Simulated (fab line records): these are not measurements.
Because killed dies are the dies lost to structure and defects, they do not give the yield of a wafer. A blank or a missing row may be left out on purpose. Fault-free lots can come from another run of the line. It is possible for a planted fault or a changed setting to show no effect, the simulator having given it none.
A lot that was struck, set against a sound lot | flow sky130 | 15 steps out of a route of 708
Sound: these wafers, L711.1, L711.2, L711.3. Wafers struck: L729.2, L729.4, L729.5. Last of all comes the cause.
For every step that has rows: the tool of each side, followed by ch and its chambers, followed by its first start. Under that, the readings that differ: sound wafers | struck wafers | difference of the means | sigmas: that difference in standard deviations of wafers without a fault.
alike: words and numbers the same on both sides, and readings whose means are apart by under 2 such deviations; not compared: readings that were withheld, readings missing a value for some wafer, numbers with overlapping values and no deviation given by the record, and bounds like >300 which may hide the same value.
The two part at a step that has a row with sigmas, a row that says differs or no value, or rows on one side only. When numbers do not overlap yet have no deviation, they are printed without sigmas and do not part them. Lack of a reading on every wafer of one side parts them only where that side has two or more wafers.

first, 1 step without rows for these wafers: SKY_VIA1_CMP_24 (polishes, stops on SiO2, t overpolish 15 s, target thk 0 nm).
SKY_METAL2_SPUTTER_00: material Ti, target thk 15 nm, time 10 s.
  sound on pvd sputter-01, day 35 01:16; struck on pvd sputter-03, day 41 02:25
  alike: chamber pressure pa, throttle valve pct
SKY_METAL2_SPUTTER_01: material TiN, target thk 20 nm, time 16.7 s.
  sound on pvd sputter-01, day 35 01:17; struck on pvd sputter-03, day 41 02:26
  alike: chamber pressure pa, throttle valve pct
SKY_METAL2_SPUTTER_02: material AlCu, target thk 250 nm, time 13.3 s.
  sound on pvd sputter-01, day 35 01:19; struck on pvd sputter-03, day 41 02:28
  alike: chamber pressure pa, throttle valve pct
SKY_METAL2_SPUTTER_03: material Ti, target thk 5 nm, time 3.3 s.
  sound on pvd sputter-01, day 35 01:20; struck on pvd sputter-03, day 41 02:29
  alike: chamber pressure pa, throttle valve pct
SKY_METAL2_SPUTTER_04: material TiN, target thk 70 nm, time 61.14 s.
  sound on pvd sputter-01, day 35 01:22; struck on pvd sputter-03, day 41 02:30
  alike: chamber pressure pa, throttle valve pct
SKY_METAL2_RS_MEAS_05: uses a four-point probe to measure.
  sound on film metro-02, day 35 01:25; struck on film metro-04, day 41 02:34
  alike: METAL2_ALCU_RS
SKY_METAL2_THK_MEAS_06: measures by xrf.
  sound on film metro-02, day 35 01:32; struck on film metro-04, day 41 02:41
  alike: METAL2_ALCU_THK
then, 4 steps without rows for these wafers: SKY_METAL2_DEHYDRATE_07 (time 60 s); SKY_METAL2_HMDS_08 (prime time 60 s); SKY_METAL2_COAT_09 (resist thk 60 nm); SKY_METAL2_COAT_10 (resist thk 450 nm).
SKY_METAL2_SOFTBAKE_11: time 90 s.
  sound on litho track-03 ch 0, day 35 15:00; struck on litho track-03 ch 0, day 41 14:00
  reading                  | sound               | struck            | difference | sigmas
  heater power total W (W) | 57.30 57.48 57.23   | 56.76 56.73 56.55 | -0.66      | -6
  plate temp C (C)         | 100.07 100.00 99.88 | 99.06 99.09 99.01 | -0.93      | -8
then, 1 step without rows for these wafers: SKY_METAL2_EXPOSE_12 (exposes mask MM2, target cd 140 nm).
-- the record jumps here: 9 days lie between the struck wafers' starts before and after (it left off in module METAL2 and takes up again in module PAD_OPEN, whose first step shown is number 708 of the route) --
SKY_PAD_OPEN_PROBE_99:
  sound on prober-02, day 46 14:48; struck on prober-01, day 50 23:08
  alike: defect limited yield, killed_at_M0_to_M3, killed_at_M4_up, killed at contacts, killed at front end, killed at other, killed dies, killed open, killed short, sort_bin_3_pad_short, sort_bin_5_function, sort_bin_6_memory, sort n pass, sort yield pct

WHERE THEY PART
At SKY_METAL2_SOFTBAKE_11 and nowhere else, as far as this record goes. Later steps at which nothing parts them and some readings are alike: SKY_PAD_OPEN_PROBE_99.

WHY: what the simulator had put in
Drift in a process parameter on litho track-03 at SKY_METAL2_SOFTBAKE_11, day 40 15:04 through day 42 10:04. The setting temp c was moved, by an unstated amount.
